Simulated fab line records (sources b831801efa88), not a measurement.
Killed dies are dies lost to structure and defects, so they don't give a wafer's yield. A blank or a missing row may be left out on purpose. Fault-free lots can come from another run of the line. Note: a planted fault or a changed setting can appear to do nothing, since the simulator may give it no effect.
Chamber matching    flow gf180mcu    GF_V3_CMP_04 on cmp-02: 4 sister chambers
The step polishes SiO2. 4 wafers are shown with their chamber, then 6 later ones without.

== WAFERS WITH THEIR CHAMBER ==
wafer   chamber  motor-current-A (A)
L629.5  2        11.0
L632.4  0        11.5
L633.2  3        12.0
L633.4  1        12.3

== WAFERS WITHOUT THEIR CHAMBER ==
wafer   motor-current-A (A)
L633.6  11.7
L635.3  10.5
L635.4  12.7
L635.6  12.9
L640.1  10.5
L640.5  10.6

== EACH ONE'S CHAMBER ==
wafer   from the rows above                in truth
L633.6  can't be placed: 0 or 3 or 1 or 2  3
L635.3  can't be placed: 2 or 0            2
L635.4  can't be placed: 1 or 3 or 0       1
L635.6  can't be placed: 1 or 3 or 0       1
L640.1  can't be placed: 2 or 0            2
L640.5  can't be placed: 2 or 0            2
0 of 6 placed correctly. Not placeable from these rows: 6 (in 6, the candidates include the true chamber). Placed wrongly: 0.
How it was worked out, from the rows above alone: a wafer's distance from a chamber is the root of the sum, over the readings, of the square of ((its reading less the chamber's mean) divided by the reading's scatter). The wafer belongs to the nearest chamber; if the next one is less than 2 further off, it can't be placed. For every chamber, the mean is computed from those of its wafers that are shown. The scatter (one wafer shown for each chamber): square how far every hidden wafer sits from the nearest shown wafer, average those squares and take the square root.
